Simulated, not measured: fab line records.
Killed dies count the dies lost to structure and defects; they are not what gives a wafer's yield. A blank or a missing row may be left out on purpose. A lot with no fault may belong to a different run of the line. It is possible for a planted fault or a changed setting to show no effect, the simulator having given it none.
Which of the tools did it? || flow gf180mcu || Sampling: 7 lots, 21 wafers, 3 of 602 route steps

== WHAT THE GAUGES SHOWED, per wafer ==
GF_HV_LDD_TW_MEAS_38.
{"lot": "L440", "measured": "day 12 20:35", "on": "film-metro-01", "HV_LDD_3_TW": "1427 1439 1433"}
{"lot": "L442", "measured": "day 13 09:47", "on": "film-metro-04", "HV_LDD_3_TW": "1416 1414 1423"}
{"lot": "L445", "measured": "day 14 11:56", "on": "film-metro-04", "HV_LDD_3_TW": "1295 1288 1295 1294 1305 1295"}
{"lot": "L448", "measured": "day 15 09:53", "on": "film-metro-04", "HV_LDD_3_TW": "1414 1416 1415"}
{"lot": "L451", "measured": "day 16 07:32", "on": "film-metro-04", "HV_LDD_3_TW": "1417 1418 1409"}
{"lot": "L454", "measured": "day 17 09:02", "on": "film-metro-04", "HV_LDD_3_TW": "1423 1418 1427"}
{"lot": "L458", "measured": "day 18 11:28", "on": "film-metro-01", "HV_LDD_3_TW": "1436 1443 1445"}

== TOOL THAT RAN EACH LOT (tool first, then ch and the chambers of the sampled wafers, then the start) ==
{"lot": "L440", "GF_HV_LDD_IMPLANT_33": "implanter-02 ch 0, day 12 19:53", "GF_HV_LDD_STRIP_37": "plasma-asher-01 ch 0,1, day 12 20:28"}
{"lot": "L442", "GF_HV_LDD_IMPLANT_33": "implanter-02 ch 0, day 13 09:06", "GF_HV_LDD_STRIP_37": "plasma-asher-04 ch 0,1, day 13 09:40"}
{"lot": "L445", "GF_HV_LDD_IMPLANT_33": "implanter-02, day 14 11:16", "GF_HV_LDD_STRIP_37": "plasma-asher-04 ch 0,1, day 14 11:51"}
{"lot": "L448", "GF_HV_LDD_IMPLANT_33": "implanter-02 ch 0, day 15 09:13", "GF_HV_LDD_STRIP_37": "plasma-asher-01 ch 0,1, day 15 09:49"}
{"lot": "L451", "GF_HV_LDD_IMPLANT_33": "implanter-02 ch 0, day 16 06:52", "GF_HV_LDD_STRIP_37": "plasma-asher-01 ch 0,1, day 16 07:27"}
{"lot": "L454", "GF_HV_LDD_IMPLANT_33": "implanter-02 ch 0, day 17 08:20", "GF_HV_LDD_STRIP_37": "plasma-asher-01 ch 0,1, day 17 08:55"}
{"lot": "L458", "GF_HV_LDD_IMPLANT_33": "implanter-01 ch 0, day 18 10:47", "GF_HV_LDD_STRIP_37": "plasma-asher-04 ch 0,1, day 18 11:21"}
- GF_HV_LDD_IMPLANT_33
- GF_HV_LDD_STRIP_37: strips in O2/N2.

== THE ANSWER, worked out from the rows above alone ==
Rule: the lots themselves supply what counts as usual. The widest of any qualifying gaps counts: lots, ordered by their means at a reading, are off when they make up no more than a third of the lots, leave a main group of 4 or more, and stand apart from it by 3 or more times the standard deviation of that group's means. Not used: any main group whose means are identical at the precision the tables above print for the reading. A lot without any number at a reading at which 4 lots or more have one is off too. The other lots that the step has rows for count as sound.
Off: L445, seen at GF_HV_LDD_TW_MEAS_38 (HV_LDD_3_TW). Main group: mean 1424, sd 9.9.
A tool fits if, at a process step before that reading, it ran every lot that is off, and no sound lot after the first of them. Those tools and the gauges at GF_HV_LDD_TW_MEAS_38 are tried in the same way. None of those tried fits.

== WHAT THE SIMULATOR HAD INSERTED ==
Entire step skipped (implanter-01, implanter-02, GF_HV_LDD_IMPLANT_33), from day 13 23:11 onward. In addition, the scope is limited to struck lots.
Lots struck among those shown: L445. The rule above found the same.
